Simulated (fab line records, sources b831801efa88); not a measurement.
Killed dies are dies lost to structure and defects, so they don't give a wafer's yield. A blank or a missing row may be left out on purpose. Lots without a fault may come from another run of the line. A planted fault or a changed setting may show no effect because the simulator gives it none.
Which tool did it? | flow gf180mcu | 6 lots, 18 wafers sampled, at 2 steps of a route of 602

WHAT THE GAUGES READ, wafer by wafer
GF_VT_IMPLANT_OVL_MEAS_40.
lot  | measured     | on         | VT_IMPLANT_03_OVL (nm)
L764 | day 7 17:56  | overlay-01 | -0.3 0.7 0.1
L766 | day 8 09:01  | overlay-02 | -1.9 -0.8 -0.4
L777 | day 11 08:53 | overlay-01 | - - -
L781 | day 12 10:05 | overlay-01 | -0.8 -1.6 0.1
L783 | day 12 22:29 | overlay-02 | 1.4 1.5 0.6
L785 | day 13 12:08 | overlay-02 | -0.6 0.5 -2.4

WHICH TOOL RAN EACH LOT (tool, then ch and the chambers of the sampled wafers, then the start)
lot  | GF_VT_IMPLANT_EXPOSE_37
L764 | iline_stepper-02 ch 0, day 7 10:35
L766 | iline_stepper-02 ch 0, day 8 00:51
L777 | iline_stepper-02 ch 0, day 11 00:50
L781 | iline_stepper-02 ch 0, day 12 01:22
L783 | iline_stepper-01 ch 0, day 12 13:15
L785 | iline_stepper-01 ch 0, day 13 02:53
- GF_VT_IMPLANT_EXPOSE_37: exposes mask Nwell HV AREA, target cd 860 nm.

THE ANSWER, worked out from the rows above alone
Rule: what is usual is taken from the lots themselves. Put in order of their means at a reading, lots are off if they are a third of the lots or fewer, leave a main group of 4 or more, and stand apart from it by a gap of 3 or more times the standard deviation of the main group's means; of several such gaps the widest counts. A main group whose means are all the same, to the digits that the tables above print for the reading, isn't used. A lot without any number at a reading at which 4 lots or more have one is off too. The other lots that the step has rows for count as sound.
Off: L777, at GF_VT_IMPLANT_OVL_MEAS_40 (VT_IMPLANT_03_OVL). Without a number there: L777. The main group: mean -0.3 nm, standard deviation 0.82.
A tool fits if, at a process step before that reading, it ran every lot that is off, and no sound lot after the first of them. The gauges at GF_VT_IMPLANT_OVL_MEAS_40 are tried like those tools. None of those tried fits.

WHAT THE SIMULATOR HAD PUT IN
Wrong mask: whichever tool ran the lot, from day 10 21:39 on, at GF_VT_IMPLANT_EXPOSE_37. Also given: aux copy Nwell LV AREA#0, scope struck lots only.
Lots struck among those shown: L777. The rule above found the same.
